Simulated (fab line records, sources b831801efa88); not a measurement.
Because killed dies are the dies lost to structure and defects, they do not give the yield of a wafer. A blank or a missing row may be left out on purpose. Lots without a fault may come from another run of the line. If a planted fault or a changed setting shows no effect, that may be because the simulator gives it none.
A lot that was struck, set against a sound lot + flow gf180mcu + 41 out of 602 route steps
Sound: these wafers, L792.3, L792.5, L792.6. Wafers L798.1, L798.5, L798.6 were the ones struck. The cause is given at the end.
Order at every step that has rows: each side's tool, ch and its chambers, its first start. Under that, the readings that differ: sound wafers + struck wafers + difference of the means + sigmas: that difference in standard deviations of wafers without a fault.
alike: a reading whose means differ by less than 2 such deviations, as well as words and numbers matching on both sides. not compared: withheld readings; readings where some wafer has no value; bounds like >300 that might hide an equal value; numbers whose values overlap and for which the record gives no deviation.
Wherever a step has rows on one side only, a row that says differs or no value, or a row with sigmas, the two part there. Non-overlapping numbers with no deviation appear without sigmas and do not part them. A reading missing from all wafers of one side parts the sides only when that side holds two or more wafers.

GF_V4_RS_MEAS_24: measures by four-point-probe.
  struck on film_metro-04, day 28 18:59; sound on film_metro-01, day 26 18:43
  alike: V4_W_RS
GF_V4_THK_MEAS_25: measures by xrf.
  struck on film_metro-04, day 28 19:06; sound on film_metro-01, day 26 18:49
| reading       | sound       | struck      | difference | sigmas |
|---------------|-------------|-------------|------------|--------|
| V4_W_THK (nm) | 335 334 332 | 346 345 345 | +12        | +2     |
GF_V4_CMP_26: polishes, stops on SiO2, t overpolish 15 s, target thk 0 nm.
  sound on cmp-02 ch 0,1, day 26 18:51; struck on cmp-01 ch 1,2,3, day 28 19:16
| reading                | sound    | struck   | difference | sigmas |
|------------------------|----------|----------|------------|--------|
| time_to_endpoint_s (s) | 84 78 79 | 87 94 89 | +10        | +2     |
  alike: motor_current_A, overpolish_run_s
then, 3 steps without rows for these wafers: GF_MIM_SPUTTER_00 (material Ti, target thk 37.5 nm, time 150 s); GF_MIM_SPUTTER_01 (material TiN, target thk 30 nm, time 25 s); GF_MIM_SPUTTER_02 (material AlCu, target thk 450 nm, time 23.9 s).
GF_MIM_SPUTTER_03: material Ti, target thk 10 nm, time 6.7 s.
  struck on pvd_sputter-04, day 28 19:37; sound on pvd_sputter-03, day 26 19:19
  alike: throttle_valve_pct
then, 2 steps without rows for these wafers: GF_MIM_SPUTTER_04 (material TiN, target thk 50 nm, time 41.7 s); GF_MIM_CVD_05 (deposits Si3N4, target thk 42 nm, time 29.086 s).
GF_MIM_THK_MEAS_06:
  struck on film_metro-03, day 28 19:43; sound on film_metro-02, day 26 19:26
  alike: MIM_CVD_05_THK
then, 2 steps without rows for these wafers: GF_MIM_SPUTTER_07 (material TiN, target thk 60 nm, time 50 s); GF_MIM_SPUTTER_08 (material AlCu, target thk 200 nm, time 10.6 s).
GF_MIM_SPUTTER_09: material TiN, target thk 35 nm, time 29.2 s.
  struck on pvd_sputter-03, day 28 19:50; sound on pvd_sputter-04, day 26 19:32
| reading                                 | sound             | struck           | difference | sigmas |
|-----------------------------------------|-------------------|------------------|------------|--------|
| model.TiN_of_MIM_SPUTTER_09.thk_nm (nm) | 35.45 35.61 35.41 | 25.3 25.34 25.37 | -10.2      |        |
  alike: throttle_valve_pct
GF_MIM_RS_MEAS_10: measures by four-point-probe.
  struck on film_metro-04, day 28 19:52; sound on film_metro-03, day 26 19:36
  alike: MIM_ALCU_RS
GF_MIM_THK_MEAS_11: measures by xrf.
  struck on film_metro-04, day 28 19:59; sound on film_metro-03, day 26 19:42
  alike: MIM_ALCU_THK
then, 7 steps without rows for these wafers: GF_MIM_DEHYDRATE_12 (time 60 s); GF_MIM_HMDS_13 (prime time 60 s); GF_MIM_COAT_14 (resist thk 1000 nm); GF_MIM_SOFTBAKE_15 (time 60 s); GF_MIM_EXPOSE_16 (exposes mask FuseTop, target cd 2000 nm); GF_MIM_PEB_17; GF_MIM_DEVELOP_18 (develop time 60 s).
GF_MIM_METAL_ETCH_19: etches the open film in Cl2/BCl3, stops on Si3N4, target depth 324.5 nm, time 54.1 s.
  sound on rie_metal-01 ch 0,1, day 27 15:36; struck on rie_metal-01 ch 0,1, day 29 14:36
| reading               | sound             | struck            | difference | sigmas |
|-----------------------|-------------------|-------------------|------------|--------|
| oes_product_au (a.u.) | 0.944 0.940 0.949 | 0.918 0.933 0.917 | -0.022     | -4     |
| rf_fwd_power_W (W)    | 801.8 795.7 797.2 | 792.1 792.6 790.3 | -6.6       | -2     |
  alike: bcl3_flow_sccm, bias_w, drypump_motor_current_A, throttle_valve_pct
  not compared: rf_hours_counter_h
GF_MIM_STRIP_20: strips in O2/N2.
  sound on plasma_asher-03 ch 0,1, day 27 15:41; struck on plasma_asher-01 ch 0,1, day 29 14:40
  alike: drypump_motor_current_A, heater_power_w, n2_flow_sccm, oes_product_au, strip_time_to_endpoint_s
  not compared: rf_hours_counter_h
then, 9 steps without rows for these wafers: GF_MIM_STRIP_21 (strips in post etch residue remover, time 1200 s); GF_MIM_CLEAN_22 (cleans in DIW); GF_M5_DEHYDRATE_00 (time 60 s); GF_M5_HMDS_01 (prime time 60 s); GF_M5_COAT_02 (resist thk 1000 nm); GF_M5_SOFTBAKE_03 (time 60 s); GF_M5_EXPOSE_04 (exposes mask Metal5, target cd 280 nm); GF_M5_PEB_05 (peb time 90 s); GF_M5_DEVELOP_06 (develop time 60 s).
GF_M5_CD_MEAS_07: the cd target is 280 nm.
  struck on cd_sem-01, day 30 08:43; sound on cd_sem-02, day 28 11:28
  alike: cd_nm
GF_M5_OVL_MEAS_08:
  struck on overlay-02, day 30 08:50; sound on overlay-01, day 28 11:34
  alike: M5_OVL
then, 1 step without rows for these wafers: GF_M5_ETCH_09 (etches Si3N4 in CF4/O2, target depth 52 nm, time 11.6 s).
GF_M5_METAL_ETCH_10: etches the open film in Cl2/BCl3, stops on SiO2, target depth 750.8 nm, time 125.1 s.
  sound on rie_metal-04 ch 1, day 28 11:41; struck on rie_metal-04 ch 0,1, day 30 08:54
  alike: bcl3_flow_sccm, bias_w, drypump_motor_current_A, oes_product_au, rf_fwd_power_W, throttle_valve_pct
  not compared: rf_hours_counter_h
GF_M5_STRIP_11: strips in O2/N2.
  sound on plasma_asher-01 ch 0,1, day 28 11:54; struck on plasma_asher-02 ch 0,1, day 30 09:02
  alike: drypump_motor_current_A, heater_power_w, n2_flow_sccm, oes_product_au, strip_time_to_endpoint_s
  not compared: rf_hours_counter_h
GF_M5_STRIP_12: strips in post etch residue remover, time 1200 s.
  sound on wet_bench-02 ch 1, day 28 11:58; struck on wet_bench-03 ch 3, day 30 09:08
| reading                                 | sound             | struck           | difference | sigmas |
|-----------------------------------------|-------------------|------------------|------------|--------|
| model.TiN_of_MIM_SPUTTER_09.thk_nm (nm) | 34.61 34.78 34.58 | 24.45 24.5 24.52 | -10.17     |        |
then, 2 steps without rows for these wafers: GF_M5_CLEAN_13 (cleans in DIW); GF_PASSIVATION_PROBE_99.

== WHERE THEY PART ==
Last at GF_MIM_METAL_ETCH_19 as far as this record goes, first at GF_V4_THK_MEAS_25. Later steps at which nothing parts them and some readings are alike: GF_MIM_STRIP_20, GF_M5_CD_MEAS_07, GF_M5_OVL_MEAS_08, GF_M5_METAL_ETCH_10, GF_M5_STRIP_11.

WHY: whatever the simulator had introduced
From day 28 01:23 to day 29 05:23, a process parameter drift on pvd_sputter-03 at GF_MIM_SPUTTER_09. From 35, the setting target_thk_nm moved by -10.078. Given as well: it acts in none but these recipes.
